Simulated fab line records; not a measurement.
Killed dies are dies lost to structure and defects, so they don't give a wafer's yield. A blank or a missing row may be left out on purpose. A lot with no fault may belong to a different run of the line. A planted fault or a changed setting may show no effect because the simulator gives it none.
2 desks, one fault ; flow sky130 ; what lay behind the numbers comes last; until then each desk has only its own

THE METROLOGY DESK
Lot by lot, what the gauges showed, no matter which tool ran the lot: averages of those sampled wafers that carry a number. Marked OUT: a lot whose mean sits more than 4 standard deviations from the usual mean, which makes it out of limits; the brackets give that distance.
Columns: A = NWELL_01_OVL at SKY_NWELL_OVL_MEAS_23, usual 0.0 nm; B = cd nm at SKY_SONOS_ONO_CD_MEAS_13, usual 409.3 nm
lot;first seen here;A;B
L416;day 5 10:14;1.6;407.1
L418;day 5 18:03;1.7;408.9
L417;day 5 18:24;0.8;407.1
L419;day 6 01:28;-0.3;410.9
L420;day 6 07:15;-1.0;406.5
L421;day 6 14:46;-1.5;408.1
L422;day 6 23:34;-0.7;406.6
L423;day 7 06:44;-0.6;408.8
L427;day 8 05:18;-1.2;409.0
L428;day 8 08:36;-1.5;413.1
L430;day 9 00:02;1.5;410.9
L432;day 9 10:20;0.6;411.6
L433;day 9 14:23;-0.8;409.6
L434;day 9 18:49;2.8;407.2
L439;day 11 02:19;-0.6;409.8
This desk's finding: nothing out of limits on any of the 15 lots.

TOOL OWNER'S DESK, litho track-02
For each lot that ran on this tool, the mean over its sampled wafers that have a number, from the tool's own readings at SKY_SONOS_ONO_PEB_11. Marked OUT: a lot whose mean sits more than 4 standard deviations from the usual mean, which makes it out of limits; the brackets give that distance.
Columns: A = exhaust pa at SKY_SONOS_ONO_PEB_11, usual 45.1 Pa
lot;first seen here;A
L417;day 13 11:26;46.6
L419;day 13 17:13;45.8
L420;day 14 02:31;45.3
L430;day 17 16:29;45.0
This desk's finding: nothing out of limits on any of the 4 lots.

BROUGHT TOGETHER
Metrology desk: nothing out of limits seen.
The desk of the tool owner found nothing out of limits.

WHAT HAD BEEN PUT IN BY THE SIMULATOR
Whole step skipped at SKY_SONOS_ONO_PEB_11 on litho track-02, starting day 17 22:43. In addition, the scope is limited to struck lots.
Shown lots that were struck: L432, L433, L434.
